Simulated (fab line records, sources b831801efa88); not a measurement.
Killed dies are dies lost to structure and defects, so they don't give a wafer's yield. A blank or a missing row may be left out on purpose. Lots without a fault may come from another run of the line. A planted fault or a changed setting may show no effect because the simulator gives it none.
fab line records | flow gf180mcu | part 2 of 2: steps 28 to 37 of 37
record lots=5 wafers=15 last_day=34
route steps=602 shown HV_LDD@195
lots that met no fault: from a run of the same line without faults
start_h: hours from the record's first day to the start of the lot's first wafer shown | wait_h: hours since the lot's step before | " the same as in the row above | L1.1+2: a row that stands for several wafers | - no value, or no start given | * or withheld: withheld | < > ~ a bound
route shown NAME@n: a module of which the file shows steps, and the number in the route of the first | usual: mean/standard deviation of fault-free wafers | same: alike in all rows | chamber/n: place in a boat | sites: the reading at each site | _std_site: their standard deviation | _edge_site: outer sites' mean less inner sites' | radius_mm: how far each site lies from the wafer's centre | mask NAME#n: copy n | behind: the tool/chamber that last shaped the wafer | hold: why the lot was held/for how many hours/how that ended | device: the transistor (n, p or np) that didn't switch | end of line: the same wafers' tests at the end of the route | a step without rows: its recipe alone | killed: dies lost to structure and defects at the first sort, not the wafer's yield | map: a wafer's dies, x killed, . not, _ none there
set.NAME: the setting as run; set.NAME@STEP: as run at that earlier step | model.NAME: the simulator's own value behind a step, which no gauge read
lots at some steps of the route; a table a step, a row a wafer
services: from which hour (start_h, from the record's first day; less than 0 if before it) a tool's chamber was out of use, for how many hours, and why
## steps
# step GF_HV_LDD_CD_MEAS_46
# recipe target_cd_nm=400
# usual cd_nm=399.7/2.1
# columns lot.wafer tool chamber start_h wait_h cd_nm
L082.1 cd_sem-02 - 339.84 0.1 398.9
L082.2 " - " " 397.6
L082.5 " - " " 398.1
L084.1 cd_sem-01 - 354.58 0.1 398.4
L084.2 " - " " 399.2
L084.4 " - " " 399.2
L086.1 cd_sem-01 - 368.97 0.1 399.1
L086.2 " - " " 399.4
L086.3 " - " " 401.7
L090.2 cd_sem-01 - 400.25 0.1 396.6
L090.3 " - " " 400.8
L090.6 " - " " 398.7
L096.3 cd_sem-02 - 460.02 0.1 399.6
L096.4 " - " " 397.1
L096.5 " - " " 396.7
# step GF_HV_LDD_OVL_MEAS_47
# usual HV_LDD_03_OVL=0.8/1.4
# columns lot.wafer tool chamber start_h wait_h HV_LDD_03_OVL[nm]
L082.1 overlay-01 - 339.96 0.1 1.0
L082.2 " - " " 0.0
L082.5 " - " " 0.3
L084.1 overlay-01 - 354.70 0.1 0.9
L084.2 " - " " 0.4
L084.4 " - " " 1.5
L086.1 overlay-01 - 369.09 0.1 2.5
L086.2 " - " " 1.3
L086.3 " - " " 0.7
L090.2 overlay-02 - 400.36 0.1 1.7
L090.3 " - " " 1.4
L090.6 " - " " 1.6
L096.3 overlay-02 - 460.12 0.1 0.3
L096.4 " - " " 0.3
L096.5 " - " " 1.0
# step GF_HV_LDD_IMPLANT_48
# recipe species=B energy_kev=25 dose_cm2=3e+13 tilt_deg=7
# columns lot.wafer tool chamber start_h wait_h
L082.1+2+5 implanter-03 0 339.99 0.0
L084.1+2+4 implanter-03 0 354.74 0.0
L086.1+2+3 implanter-02 0 369.13 0.0
L090.2+3+6 implanter-01 0 400.42 0.0
L096.3+4+5 implanter-02 0 460.19 0.1
# step GF_HV_LDD_STRIP_49
# recipe chemistry=O2/N2 power_w=1400 pressure_mtorr=1500 platen_temp_c=250 o2_flow_sccm=3000 n2_flow_sccm=300 overash_fraction=0.5
# usual drypump_motor_current_A=5.7/0.34 heater_power_w=368/41 oes_product_au=0.716/0.0046 strip_time_to_endpoint_s=12.63/0.047
# columns lot.wafer tool chamber start_h wait_h drypump_motor_current_A heater_power_w oes_product_au rf_hours_counter_h strip_time_to_endpoint_s
L082.1 plasma_asher-04 0 340.14 0.1 5.2 425 0.716 69 12.67
L082.2 " 1 " " 5.8 386 0.714 69 12.63
L082.5 " 0 " " 5.2 416 0.714 - 12.64
L084.1 plasma_asher-04 0 354.89 0.1 5.1 411 0.723 71 12.60
L084.2 " 1 " " 5.8 385 0.714 71 12.55
L084.4 " 0 " " 5.2 419 0.721 - 12.59
L086.1 plasma_asher-02 0 369.28 0.1 5.6 311 0.713 63 12.61
L086.2 " 1 " " 6.0 356 0.710 63 12.56
L086.3 " 0 " " 5.6 314 0.720 - 12.58
L090.2 plasma_asher-04 1 400.54 0.1 5.7 382 0.724 78 12.64
L090.3 " 0 " " 5.2 426 0.717 - 12.61
L090.6 " 1 " " 5.7 386 0.721 - 12.66
L096.3 plasma_asher-02 1 460.32 0.1 6.0 340 0.712 - 12.60
L096.4 " 0 " " 5.6 318 0.714 - 12.54
L096.5 " 0 " " 5.6 319 0.720 - 12.57
# step GF_HV_LDD_TW_MEAS_50
# usual HV_LDD_4_TW=573/7
# columns lot.wafer tool chamber start_h wait_h HV_LDD_4_TW
L082.1 film_metro-01 - 340.24 0.1 573
L082.2 " - " " 572
L082.5 " - " " 572
L084.1 film_metro-01 - 354.99 0.1 572
L084.2 " - " " 573
L084.4 " - " " 575
L086.1 film_metro-02 - 369.38 0.1 566
L086.2 " - " " 563
L086.3 " - " " 564
L090.2 film_metro-01 - 400.65 0.1 574
L090.3 " - " " 576
L090.6 " - " " 570
L096.3 film_metro-01 - 460.41 0.1 575
L096.4 " - " " 573
L096.5 " - " " 573
# step GF_HV_LDD_CLEAN_51
# recipe chemistry=SC1/SC2 mix=1:4:20 temp_c=70 time_s=150 dry=n2_spin
# columns lot.wafer tool chamber start_h wait_h
L082.1+2+5 wet_bench-01 1 340.30 0.1
L084.1+2+4 wet_bench-01 1 355.05 0.1
L086.1+2+3 wet_bench-02 1 369.44 0.1
L090.2+3+6 wet_bench-01 0 400.70 0.0
L096.3+4+5 wet_bench-02 3 460.45 0.0
# step GF_HV_LDD_RTA_52
# recipe temp_c=1000 time_s=10 ambient=N2
# usual chamber_o2_ppm=1.999/0.023 lamp_power_pct=34/4 wafer_temp_C_max=1005.3/1.2
# columns lot.wafer tool chamber start_h wait_h chamber_o2_ppm lamp_power_pct wafer_temp_C_max
L082.1 rtp_anneal-02 0 340.35 0.0 2.017 38 1004.7
L082.2 " 0 " " 2.009 38 1004.5
L082.5 " 0 " " 1.984 38 1003.7
L084.1 rtp_anneal-01 0 355.11 0.0 1.980 30 1007.2
L084.2 " 0 " " 1.943 30 1006.3
L084.4 " 0 " " 1.968 30 1006.4
L086.1 rtp_anneal-02 0 369.49 0.0 1.976 38 1005.4
L086.2 " 0 " " 1.999 38 1004.9
L086.3 " 0 " " 1.984 38 1004.7
L090.2 rtp_anneal-02 0 400.76 0.0 2.039 38 1004.3
L090.3 " 0 " " 2.000 38 1003.8
L090.6 " 0 " " 2.046 38 1004.3
L096.3 rtp_anneal-02 0 460.52 0.0 2.025 38 1005.2
L096.4 " 0 " " 2.032 38 1004.5
L096.5 " 0 " " 2.002 38 1003.3
# step GF_HV_LDD_RS_MEAS_53
# recipe thk_meas_gauge=four-point-probe
# usual HV_LDD_RS=417.9/0.89
# columns lot.wafer tool chamber start_h wait_h HV_LDD_RS[ohm/sq]
L082.1 film_metro-02 - 340.48 0.1 417.4
L082.2 " - " " 419.6
L082.5 " - " " 418.1
L084.1 film_metro-03 - 355.17 0.1 417.4
L084.2 " - " " 418.5
L084.4 " - " " 418.7
L086.1 film_metro-03 - 369.55 0.1 416.7
L086.2 " - " " 417.5
L086.3 " - " " 416.2
L090.2 film_metro-02 - 400.84 0.1 417.4
L090.3 " - " " 418.0
L090.6 " - " " 417.1
L096.3 film_metro-02 - 460.61 0.1 417.0
L096.4 " - " " 416.8
L096.5 " - " " 417.5
# step GF_HV_LDD_CVD_54
# recipe material=SiO2 target_thk_nm=10 precursor=TEOS temp_c=680 time_s=75 pressure_mtorr=400
# usual spike_tc_top_C=696.8/2.8
# columns lot.wafer tool chamber start_h wait_h spike_tc_top_C
L082.1 lpcvd-01 0 340.60 0.1 695.3
L082.2 " 0 " " 694.2
L082.5 " 0 " " 693.5
L084.1 lpcvd-02 1 355.29 0.1 701.8
L084.2 " 1 " " 701.8
L084.4 " 1 " " 703.0
L086.1 lpcvd-02 1 369.67 0.1 703.3
L086.2 " 1 " " 703.6
L086.3 " 1 " " 703.1
L090.2 lpcvd-01 0 400.94 0.1 694.7
L090.3 " 0 " " 695.0
L090.6 " 0 " " 693.2
L096.3 lpcvd-01 0 460.69 0.1 696.6
L096.4 " 0 " " 696.2
L096.5 " 0 " " 694.2
# step GF_HV_LDD_THK_MEAS_55
# recipe reads=SiO2_of_HV_LDD_CVD_54
# usual HV_LDD_CVD_54_THK=9.97/0.13
# columns lot.wafer tool chamber start_h wait_h HV_LDD_CVD_54_THK[nm]
L082.1 film_metro-03 - 341.63 0.0 9.92
L082.2 " - " " 9.87
L082.5 " - " " 9.93
L084.1 film_metro-03 - 356.31 0.0 10.11
L084.2 " - " " 10.06
L084.4 " - " " 9.99
L086.1 film_metro-02 - 370.69 0.0 10.14
L086.2 " - " " 10.14
L086.3 " - " " 10.20
L090.2 film_metro-03 - 401.97 0.0 9.87
L090.3 " - " " 9.97
L090.6 " - " " 9.95
L096.3 film_metro-03 - 461.73 0.0 10.17
L096.4 " - " " 10.21
L096.5 " - " " 10.19
## services
# columns tool chamber start_h hours kind
implanter-01 - 275.65 2.3 repair
plasma_asher-02 - 286.77 5.9 repair
implanter-02 - 304.53 2.4 repair
plasma_asher-04 - 305.50 0.6 repair
iline_stepper-01 - 326.35 1.7 pm
implanter-03 - 329.53 7.7 repair
iline_stepper-02 - 335.00 13.4 repair
rtp_anneal-01 - 339.03 3.8 pm
plasma_asher-01 - 340.60 1.1 repair
implanter-03 - 342.70 3.9 pm
plasma_asher-01 - 344.27 54.7 repair
rtp_anneal-01 - 357.76 1.3 pm
iline_stepper-01 - 366.75 0.7 repair
implanter-03 - 370.26 3.2 repair
implanter-03 - 393.22 2.5 repair
iline_stepper-02 - 406.02 1.7 pm
plasma_asher-01 - 421.25 9.0 pm
plasma_asher-01 0 421.25 9.0 vent_cycle
plasma_asher-01 1 421.25 9.0 vent_cycle
plasma_asher-01 0 430.25 - clean
plasma_asher-01 1 430.25 - clean
plasma_asher-02 - 439.13 2.3 repair
wet_bench-01 - 446.68 0.7 repair
